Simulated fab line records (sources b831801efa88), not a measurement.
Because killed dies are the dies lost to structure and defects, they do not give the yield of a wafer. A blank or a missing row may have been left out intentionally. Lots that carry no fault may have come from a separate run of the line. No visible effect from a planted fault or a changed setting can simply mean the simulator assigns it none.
The tool behind it: which one?	flow gf180mcu	14 lots, 42 wafers sampled, at 4 steps of a route of 602

== WHAT THE GAUGES READ, wafer by wafer ==
GF_V4_CD_MEAS_14: the cd target is 260 nm. Usual: 260.0 nm for cd_nm, sd 0.9.
lot	measured	on	cd_nm (nm)	flag
L578	day 24 09:58	cd_sem-02	258.4 258.7 258.1	
L579	day 25 00:35	cd_sem-01	259.8 261.3 260.2	
L583	day 26 03:34	cd_sem-01	260.7 259.8 260.0	
L584	day 26 22:36	cd_sem-01	260.2 259.8 261.6	
L587	day 27 06:26	cd_sem-02	260.6 260.6 260.8	
L586	day 27 07:45	cd_sem-01	259.6 260.5 260.8	
L588	day 27 21:32	cd_sem-02	260.5 262.0 260.8	
L591	day 28 23:22	cd_sem-02	261.2 261.8 260.6	
L596	day 30 09:41	cd_sem-01	259.9 259.7 261.2	
L597	day 30 11:19	cd_sem-01	259.2 258.9 260.4	
L598	day 30 16:09	cd_sem-02	259.3 259.6 259.5	
L599	day 31 03:01	cd_sem-02	259.9 258.9 258.3	
L600	day 31 05:29	cd_sem-02	259.6 259.9 259.1	
L601	day 31 06:56	cd_sem-02	259.4 261.0 260.5	

GF_V4_OVL_MEAS_15. Usual: V4_OVL typically reads 1 nm, with standard deviation 5.1.
lot	measured	on	V4_OVL (nm)	flag
L578	day 24 10:05	overlay-02	-1 -9 -3	
L579	day 25 00:41	overlay-02	14 0 11	
L583	day 26 03:41	overlay-02	1 1 -7	
L584	day 26 22:41	overlay-01	5 -4 2	
L587	day 27 06:32	overlay-01	1 10 8	
L586	day 27 07:52	overlay-01	2 2 2	
L588	day 27 21:38	overlay-02	1 1 -10	
L591	day 28 23:29	overlay-01	5 -2 10	
L596	day 30 09:47	overlay-02	-6 12 -7	
L597	day 30 11:26	overlay-02	-5 10 2	
L598	day 30 16:16	overlay-02	0 -3 0	
L599	day 31 03:08	overlay-02	8 4 8	
L600	day 31 05:35	overlay-02	6 8 5	
L601	day 31 07:02	overlay-02	-10 0 -3	

GF_MIM_THK_MEAS_06. Usual: MIM_CVD_05_THK typically reads 41.9 nm, with standard deviation 0.49.
lot	measured	on	MIM_CVD_05_THK (nm)	flag
L578	day 24 11:59	film_metro-01	41.9 41.8 42.4	
L579	day 25 02:20	film_metro-02	42.1 41.5 43.0	
L583	day 26 05:19	film_metro-02	42.1 42.0 42.9	
L584	day 27 00:35	film_metro-03	42.2 42.3 42.4	
L587	day 27 08:17	film_metro-03	41.3 42.3 42.1	
L586	day 27 09:31	film_metro-03	41.7 42.8 42.5	
L588	day 27 23:32	film_metro-01	41.6 42.6 42.2	
L591	day 29 01:07	film_metro-02	42.0 41.7 42.3	
L596	day 30 11:28	film_metro-03	41.3 42.2 42.3	
L597	day 30 13:05	film_metro-03	41.4 41.7 42.3	
L598	day 30 17:55	film_metro-01	42.2 42.5 42.2	
L599	day 31 04:47	film_metro-03	41.3 41.5 42.1	
L600	day 31 07:16	film_metro-02	41.6 40.8 42.0	
L601	day 31 08:46	film_metro-03	41.8 41.1 42.0	

== TOOL THAT RAN EACH LOT (tool first, then ch and the chambers of the sampled wafers, then the start) ==
lot	GF_MIM_SPUTTER_01
L578	pvd_sputter-02, day 24 11:50
L579	pvd_sputter-01, day 25 02:11
L583	pvd_sputter-02, day 26 05:10
L584	pvd_sputter-01, day 27 00:25
L587	pvd_sputter-02, day 27 08:07
L586	pvd_sputter-02, day 27 09:22
L588	pvd_sputter-02, day 27 23:22
L591	pvd_sputter-01, day 29 00:58
L596	pvd_sputter-03, day 30 11:19
L597	pvd_sputter-02, day 30 12:56
L598	pvd_sputter-02, day 30 17:46
L599	pvd_sputter-02, day 31 04:38
L600	pvd_sputter-01, day 31 07:06
L601	pvd_sputter-02, day 31 08:35
- GF_MIM_SPUTTER_01: material TiN, target thk 30 nm, time 25 s.

== AS READ BY THE TOOLS THEMSELVES (means over the sampled wafers that have a number; for cases with no such wafer, the mark the record gives instead) ==
GF_MIM_SPUTTER_01. Usual: cathode_dc_power_W 6500.0 W, standard deviation 1.2; chamber_pressure_pa 0.3999 Pa, standard deviation 0.00073; throttle_valve_pct 29.5 %, standard deviation 1.1.
lot	tool	cathode_dc_power_W (W)	chamber_pressure_pa (Pa)	throttle_valve_pct (%)	flag
L578	pvd_sputter-02	6500.5	0.3997	28.4	
L579	pvd_sputter-01	6500.3	0.4001	30.0	
L583	pvd_sputter-02	6500.1	0.4003	28.5	
L584	pvd_sputter-01	6500.1	0.3999	29.6	
L587	pvd_sputter-02	6500.3	0.4001	27.9	
L586	pvd_sputter-02	-	-	-	OFF
L588	pvd_sputter-02	-	-	-	OFF
L591	pvd_sputter-01	6498.8	0.3996	30.1	
L596	pvd_sputter-03	6499.5	0.4000	29.6	
L597	pvd_sputter-02	6500.0	0.3994	29.5	
L598	pvd_sputter-02	6499.7	0.3998	30.1	
L599	pvd_sputter-02	6500.7	0.4006	30.1	
L600	pvd_sputter-01	6500.5	0.3997	29.6	
L601	pvd_sputter-02	6498.7	0.3992	29.9	

== THE ANSWER, worked out from the rows above alone ==
Rule: a lot counts as off when the mean over its wafers that have a number is more than 3 standard deviations away from the usual mean. A lot without any number at a reading at which 4 lots or more have one is off too. Any other lot the step has rows for is counted as sound. Order of review: gauges by route order, followed by the tools' own readings, for which a lot's mean as printed above is used. The first step at which some lot is off is used, and at that step the reading that is off furthest; a lot without a number counts as furthest.
Off: L586, L588, at GF_MIM_SPUTTER_01 (cathode_dc_power_W). Without a number there: L586, L588.
If a tool, at that step or one of the process steps before it, ran each lot that is off and ran no sound lot following the first of them, it fits. No candidate that was tried fits.

== WHAT WAS PUT IN BY THE SIMULATOR ==
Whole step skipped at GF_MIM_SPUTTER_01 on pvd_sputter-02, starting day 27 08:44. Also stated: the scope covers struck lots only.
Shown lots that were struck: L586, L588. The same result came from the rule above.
